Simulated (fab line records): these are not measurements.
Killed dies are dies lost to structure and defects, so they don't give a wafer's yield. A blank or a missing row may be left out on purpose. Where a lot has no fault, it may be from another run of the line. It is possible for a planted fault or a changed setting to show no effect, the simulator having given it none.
Problem report in the 8D (eight disciplines) form, filled by code	flow sfq-line	the parts of the form that need people (team, actions taken, sign-off) are left out

## 1. WHAT WENT WRONG
At SFQ_TRILAYER_I3_CMP_CMP_082, time-to-endpoint-s averages 280 s over 3 wafers from 2 lots, while fault-free wafers read 216 s, standard deviation 7.9. That puts it +8.1 standard deviations away from the usual mean.
The step: polishes SiO2.
Seen first at day 47 09:04 on cmp-02, wafer L526.2. The record holds 42 wafers of 14 lots with a number at this step. The rule behind "out" and "out of limits": a value lying over 4 standard deviations away from the usual mean. All remaining wafers that have a number are taken as sound.

## 2. WHAT IT IS AND WHAT IT IS NOT
question	is	is not
which readings at this step	time-to-endpoint-s	motor-current-A
which lots	L526, L527	L511, L512, L513, L514, L515, L516, L522, L529, L530, L531, L532, L533
which wafers of those lots	L526.2, L526.6, L527.1	L526.1, L527.2, L527.6
read on which tools	cmp-02	cmp-01
when	from day 47 09:04	up to then (21 sound wafers); but 18 sound wafers of L526, L527, L529, L530, L531, L532, L533 came after

## 3. WHAT RULES OUT EACH SUSPECT
Counting: a tool at a process step up to the reading stays a suspect if it ran every lot that is out. Sound lots after the first of them don't rule it out here, since some wafers of a struck lot are sound.
- rie-metal-02 at SFQ_TRILAYER_L0_BARC_OPEN_METAL_ETCH_010 (etches BARC in O2, target depth 125 nm, time 41.7 s): kept. It processed each lot that is out (first: L526, day 8 13:27); up to then, its last sound lot is L522 (day 7 11:20).
- film-metro-02 at SFQ_TRILAYER_I1_METRO_MEASURE_047: kept. It processed each lot that is out (first: L526, day 29 13:16); up to then, its last sound lot is L514 (day 25 01:11).
- cmp-02 at SFQ_TRILAYER_I3_CMP_CMP_082 (polishes SiO2): kept. It processed each lot that is out (first: L526, day 47 09:04); up to then, its last sound lot is L516 (day 45 05:34). Its own time-to-endpoint-s readings are out on those wafers.
- At SFQ_TRILAYER_I3_CMP_CMP_082, inside cmp-02: chamber 2 took the wafers that are out, while their sound lot-mates went through chambers 1, 3.
Left after counting: rie-metal-02 at SFQ_TRILAYER_L0_BARC_OPEN_METAL_ETCH_010, film-metro-02 at SFQ_TRILAYER_I1_METRO_MEASURE_047, cmp-02 at SFQ_TRILAYER_I3_CMP_CMP_082.

## 4. THE CAUSE (what the simulator had put in)
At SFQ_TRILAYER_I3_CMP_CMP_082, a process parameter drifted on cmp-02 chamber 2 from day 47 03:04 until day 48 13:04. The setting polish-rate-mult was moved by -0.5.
Counting left 3 suspects, and this tool is among them.

## 5. SEQUENCE OF EFFECTS, ordered by route
Each row: a reading whose mean over the struck wafers that have a number lies more than 3 standard deviations from the usual. Scope: only readings with a usual standard deviation given in the record; hours: median across lots of the time from each lot's start at the first step in this table that gives one to its start at this step; sigmas: change in usual standard deviations.
hours	step	reading	usual	on struck wafers	change	sigmas
0	SFQ_TRILAYER_I3_CMP_CMP_082	time-to-endpoint-s	216 s	280	+64	+8.1
3	SFQ_TRILAYER_I3_METRO_MEASURE_083	thk-nm	199.8 nm	306.2	+106.4	+82
115	SFQ_TRILAYER_I3_VIA_ETCH_VIA_ETCH_088	oes-product-au	0.854 a.u.	0.994	+0.140	+26
The process steps in it:
- SFQ_TRILAYER_I3_CMP_CMP_082: polishes SiO2.
- SFQ_TRILAYER_I3_METRO_MEASURE_083
- SFQ_TRILAYER_I3_VIA_ETCH_VIA_ETCH_088: etches SiO2 in CHF3, stops on Nb, target depth 260 nm.

## 6. WHAT WOULD HAVE CAUGHT IT SOONER
The fault began at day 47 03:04; the first out-of-limits reading in this record came at day 47 09:04, 6 hours later.
